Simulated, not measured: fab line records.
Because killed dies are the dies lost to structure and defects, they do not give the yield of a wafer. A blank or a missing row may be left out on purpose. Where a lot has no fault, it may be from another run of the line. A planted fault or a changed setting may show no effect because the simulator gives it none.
Which tool is to blame? / flow sky130 / 10 lots with 29 wafers sampled at 6 steps, on a route of 708 steps

## WHAT EACH GAUGE READ, for each wafer
SKY_METAL5_RS_MEAS_05: a four-point-probe measurement. Usual: METAL5_ALCU_RS 0.0269 ohm/sq, standard deviation 0.00033.
lot=L886; measured=day 43 17:29; on=film_metro-03; METAL5_ALCU_RS (ohm/sq)=0.0266 0.0269 0.0271; flag=
lot=L889; measured=day 43 21:46; on=film_metro-02; METAL5_ALCU_RS (ohm/sq)=0.0273 0.0271 0.0271; flag=
lot=L888; measured=day 44 04:16; on=film_metro-03; METAL5_ALCU_RS (ohm/sq)=0.0273 0.0270 0.0269; flag=
lot=L890; measured=day 45 02:08; on=film_metro-02; METAL5_ALCU_RS (ohm/sq)=0.0265 0.0273 0.0269; flag=
lot=L897; measured=day 46 08:55; on=film_metro-04; METAL5_ALCU_RS (ohm/sq)=0.0275 0.0288; flag=OFF
lot=L899; measured=day 47 08:51; on=film_metro-03; METAL5_ALCU_RS (ohm/sq)=0.0269 0.0265 0.0268; flag=
lot=L902; measured=day 47 15:58; on=film_metro-02; METAL5_ALCU_RS (ohm/sq)=0.0272 0.0273 0.0272; flag=
lot=L904; measured=day 48 02:25; on=film_metro-03; METAL5_ALCU_RS (ohm/sq)=0.0270 0.0270 0.0267; flag=
lot=L905; measured=day 48 09:55; on=film_metro-03; METAL5_ALCU_RS (ohm/sq)=0.0269 0.0269 0.0268; flag=
lot=L907; measured=day 48 12:27; on=film_metro-02; METAL5_ALCU_RS (ohm/sq)=0.0267 0.0270 0.0268; flag=

SKY_METAL5_THK_MEAS_06: measures by xrf. Usual: METAL5_ALCU_THK 1151 nm, standard deviation 16.
lot=L886; measured=day 43 17:35; on=film_metro-03; METAL5_ALCU_THK (nm)=1170 1159 1150; flag=
lot=L889; measured=day 43 21:53; on=film_metro-02; METAL5_ALCU_THK (nm)=1135 1139 1141; flag=
lot=L888; measured=day 44 04:22; on=film_metro-03; METAL5_ALCU_THK (nm)=1144 1150 1154; flag=
lot=L890; measured=day 45 02:14; on=film_metro-02; METAL5_ALCU_THK (nm)=1168 1139 1163; flag=
lot=L897; measured=day 46 09:02; on=film_metro-04; METAL5_ALCU_THK (nm)=1120 1072; flag=OFF
lot=L899; measured=day 47 08:58; on=film_metro-03; METAL5_ALCU_THK (nm)=1141 1161 1149; flag=
lot=L902; measured=day 47 16:05; on=film_metro-02; METAL5_ALCU_THK (nm)=1148 1143 1150; flag=
lot=L904; measured=day 48 02:32; on=film_metro-03; METAL5_ALCU_THK (nm)=1150 1153 1155; flag=
lot=L905; measured=day 48 10:02; on=film_metro-03; METAL5_ALCU_THK (nm)=1156 1144 1160; flag=
lot=L907; measured=day 48 12:34; on=film_metro-02; METAL5_ALCU_THK (nm)=1171 1157 1167; flag=

## EACH LOT AND THE TOOL THAT RAN IT (in order: tool; ch and the chambers of the sampled wafers; start)
lot=L886; SKY_METAL1_SPUTTER_00=pvd_sputter-04, day 32 19:34; SKY_METAL1_SPUTTER_03=pvd_sputter-04, day 32 19:39; SKY_METAL1_METAL_ETCH_19=rie_metal-01 ch 0,1, day 33 22:31; SKY_METAL5_SPUTTER_02=pvd_sputter-02, day 43 17:20
lot=L889; SKY_METAL1_SPUTTER_00=pvd_sputter-04, day 33 00:57; SKY_METAL1_SPUTTER_03=pvd_sputter-04, day 33 01:02; SKY_METAL1_METAL_ETCH_19=rie_metal-02 ch 0,1, day 34 04:02; SKY_METAL5_SPUTTER_02=pvd_sputter-03, day 43 21:38
lot=L888; SKY_METAL1_SPUTTER_00=pvd_sputter-04, day 33 05:03; SKY_METAL1_SPUTTER_03=pvd_sputter-04, day 33 05:07; SKY_METAL1_METAL_ETCH_19=rie_metal-02 ch 0,1, day 34 08:16; SKY_METAL5_SPUTTER_02=pvd_sputter-01, day 44 04:06
lot=L890; SKY_METAL1_SPUTTER_00=pvd_sputter-03, day 34 08:07; SKY_METAL1_SPUTTER_03=pvd_sputter-03, day 34 08:11; SKY_METAL1_METAL_ETCH_19=rie_metal-02 ch 0, day 35 10:43; SKY_METAL5_SPUTTER_02=pvd_sputter-03, day 45 01:59
lot=L897; SKY_METAL1_SPUTTER_00=pvd_sputter-03, day 35 20:10; SKY_METAL1_SPUTTER_03=pvd_sputter-03, day 35 20:14; SKY_METAL1_METAL_ETCH_19=rie_metal-02 ch 0,1, day 36 21:59; SKY_METAL5_SPUTTER_02=pvd_sputter-02, day 46 08:47
lot=L899; SKY_METAL1_SPUTTER_00=pvd_sputter-04, day 37 00:11; SKY_METAL1_SPUTTER_03=pvd_sputter-04, day 37 00:15; SKY_METAL1_METAL_ETCH_19=rie_metal-03 ch 1, day 38 01:55; SKY_METAL5_SPUTTER_02=pvd_sputter-01, day 47 08:44
lot=L902; SKY_METAL1_SPUTTER_00=pvd_sputter-01, day 37 12:12; SKY_METAL1_SPUTTER_03=pvd_sputter-01, day 37 12:16; SKY_METAL1_METAL_ETCH_19=rie_metal-01 ch 0,1, day 38 12:34; SKY_METAL5_SPUTTER_02=pvd_sputter-03, day 47 15:50
lot=L904; SKY_METAL1_SPUTTER_00=pvd_sputter-03, day 38 01:35; SKY_METAL1_SPUTTER_03=pvd_sputter-03, day 38 01:39; SKY_METAL1_METAL_ETCH_19=rie_metal-02 ch 1, day 39 02:55; SKY_METAL5_SPUTTER_02=pvd_sputter-01, day 48 02:17
lot=L905; SKY_METAL1_SPUTTER_00=pvd_sputter-03, day 38 07:48; SKY_METAL1_SPUTTER_03=pvd_sputter-03, day 38 07:53; SKY_METAL1_METAL_ETCH_19=rie_metal-03 ch 0,1, day 39 08:45; SKY_METAL5_SPUTTER_02=pvd_sputter-01, day 48 09:47
lot=L907; SKY_METAL1_SPUTTER_00=pvd_sputter-03, day 38 13:30; SKY_METAL1_SPUTTER_03=pvd_sputter-03, day 38 13:34; SKY_METAL1_METAL_ETCH_19=rie_metal-03 ch 0,1, day 39 14:20; SKY_METAL5_SPUTTER_02=pvd_sputter-03, day 48 12:20
- SKY_METAL1_SPUTTER_00: material Ti, target thk 15 nm, time 10 s.
- SKY_METAL1_SPUTTER_03: material Ti, target thk 5 nm, time 3.3 s.
- SKY_METAL1_METAL_ETCH_19: etches the open film in Cl2/BCl3, stops on SiO2, target depth 360 nm, time 78 s.
- SKY_METAL5_SPUTTER_02: material AlCu, target thk 1150 nm, time 61.2 s.

## WHAT THE TOOLS THEMSELVES READ (means of the sampled wafers that have a number; where no wafer has one, the mark that the record gives instead)
SKY_METAL1_SPUTTER_00. Usual: throttle_valve_pct 29.8 %, standard deviation 1.3.
lot=L886; tool=pvd_sputter-04; throttle_valve_pct (%)=29.7; flag=
lot=L889; tool=pvd_sputter-04; throttle_valve_pct (%)=30.0; flag=
lot=L888; tool=pvd_sputter-04; throttle_valve_pct (%)=29.9; flag=
lot=L890; tool=pvd_sputter-03; throttle_valve_pct (%)=30.0; flag=
lot=L897; tool=pvd_sputter-03; throttle_valve_pct (%)=30.1; flag=
lot=L899; tool=pvd_sputter-04; throttle_valve_pct (%)=29.7; flag=
lot=L902; tool=pvd_sputter-01; throttle_valve_pct (%)=30.0; flag=
lot=L904; tool=pvd_sputter-03; throttle_valve_pct (%)=29.1; flag=
lot=L905; tool=pvd_sputter-03; throttle_valve_pct (%)=29.4; flag=
lot=L907; tool=pvd_sputter-03; throttle_valve_pct (%)=29.1; flag=

SKY_METAL1_SPUTTER_03. Usual: throttle_valve_pct 29.8 %, standard deviation 1.3.
lot=L886; tool=pvd_sputter-04; throttle_valve_pct (%)=29.8; flag=
lot=L889; tool=pvd_sputter-04; throttle_valve_pct (%)=29.9; flag=
lot=L888; tool=pvd_sputter-04; throttle_valve_pct (%)=29.8; flag=
lot=L890; tool=pvd_sputter-03; throttle_valve_pct (%)=30.0; flag=
lot=L897; tool=pvd_sputter-03; throttle_valve_pct (%)=30.3; flag=
lot=L899; tool=pvd_sputter-04; throttle_valve_pct (%)=29.7; flag=
lot=L902; tool=pvd_sputter-01; throttle_valve_pct (%)=30.1; flag=
lot=L904; tool=pvd_sputter-03; throttle_valve_pct (%)=29.2; flag=
lot=L905; tool=pvd_sputter-03; throttle_valve_pct (%)=29.5; flag=
lot=L907; tool=pvd_sputter-03; throttle_valve_pct (%)=29.2; flag=

SKY_METAL1_METAL_ETCH_19. Usual: drypump_motor_current_A 6.0 A, standard deviation 0.76; oes_product_au 0.854 a.u., standard deviation 0.0049; rf_fwd_power_W 894 W, standard deviation 3.1; throttle_valve_pct 22.264 %, standard deviation 0.0093.
lot=L886; tool=rie_metal-01; drypump_motor_current_A (A)=4.8; oes_product_au (a.u.)=0.856; rf_fwd_power_W (W)=892; throttle_valve_pct (%)=22.259; flag=
lot=L889; tool=rie_metal-02; drypump_motor_current_A (A)=6.5; oes_product_au (a.u.)=0.855; rf_fwd_power_W (W)=891; throttle_valve_pct (%)=22.260; flag=
lot=L888; tool=rie_metal-02; drypump_motor_current_A (A)=6.6; oes_product_au (a.u.)=0.851; rf_fwd_power_W (W)=891; throttle_valve_pct (%)=22.262; flag=
lot=L890; tool=rie_metal-02; drypump_motor_current_A (A)=6.8; oes_product_au (a.u.)=0.853; rf_fwd_power_W (W)=895; throttle_valve_pct (%)=22.266; flag=
lot=L897; tool=rie_metal-02; drypump_motor_current_A (A)=6.6; oes_product_au (a.u.)=0.853; rf_fwd_power_W (W)=898; throttle_valve_pct (%)=22.259; flag=
lot=L899; tool=rie_metal-03; drypump_motor_current_A (A)=5.8; oes_product_au (a.u.)=0.851; rf_fwd_power_W (W)=896; throttle_valve_pct (%)=22.266; flag=
lot=L902; tool=rie_metal-01; drypump_motor_current_A (A)=4.8; oes_product_au (a.u.)=0.853; rf_fwd_power_W (W)=893; throttle_valve_pct (%)=22.262; flag=
lot=L904; tool=rie_metal-02; drypump_motor_current_A (A)=6.4; oes_product_au (a.u.)=0.858; rf_fwd_power_W (W)=888; throttle_valve_pct (%)=22.260; flag=
lot=L905; tool=rie_metal-03; drypump_motor_current_A (A)=5.9; oes_product_au (a.u.)=0.862; rf_fwd_power_W (W)=890; throttle_valve_pct (%)=22.267; flag=
lot=L907; tool=rie_metal-03; drypump_motor_current_A (A)=5.9; oes_product_au (a.u.)=0.846; rf_fwd_power_W (W)=897; throttle_valve_pct (%)=22.263; flag=

SKY_METAL5_SPUTTER_02. Usual: throttle_valve_pct 29.8 %, standard deviation 1.1.
lot=L886; tool=pvd_sputter-02; throttle_valve_pct (%)=29.9; flag=
lot=L889; tool=pvd_sputter-03; throttle_valve_pct (%)=30.6; flag=
lot=L888; tool=pvd_sputter-01; throttle_valve_pct (%)=29.4; flag=
lot=L890; tool=pvd_sputter-03; throttle_valve_pct (%)=29.5; flag=
lot=L897; tool=pvd_sputter-02; throttle_valve_pct (%)=27.8; flag=
lot=L899; tool=pvd_sputter-01; throttle_valve_pct (%)=30.3; flag=
lot=L902; tool=pvd_sputter-03; throttle_valve_pct (%)=29.5; flag=
lot=L904; tool=pvd_sputter-01; throttle_valve_pct (%)=29.5; flag=
lot=L905; tool=pvd_sputter-01; throttle_valve_pct (%)=29.6; flag=
lot=L907; tool=pvd_sputter-03; throttle_valve_pct (%)=29.8; flag=

## THE ANSWER, worked out from the rows above alone
Rule: a lot counts as off when the mean over its wafers that have a number is more than 3 standard deviations away from the usual mean. Also off: a lot with no number at a reading for which 4 or more lots have one. The other lots that the step has rows for count as sound. Order of review: gauges by route order, followed by the tools' own readings, for which a lot's mean as printed above is used. At the first step where some lot is off, the reading lying furthest off is the one used; lots without a number count as furthest.
Off: at SKY_METAL5_RS_MEAS_05 (METAL5_ALCU_RS), L897.
If a tool, at a process step before that reading, ran all the lots that are off and no sound lot after the first of them, it fits. Gauges at SKY_METAL5_RS_MEAS_05: tried the same way as those tools. This does not decide it: 2 tools fit, namely pvd_sputter-02 at SKY_METAL5_SPUTTER_02 and film_metro-04 at SKY_METAL5_RS_MEAS_05.

## WHAT THE SIMULATOR HAD INSERTED
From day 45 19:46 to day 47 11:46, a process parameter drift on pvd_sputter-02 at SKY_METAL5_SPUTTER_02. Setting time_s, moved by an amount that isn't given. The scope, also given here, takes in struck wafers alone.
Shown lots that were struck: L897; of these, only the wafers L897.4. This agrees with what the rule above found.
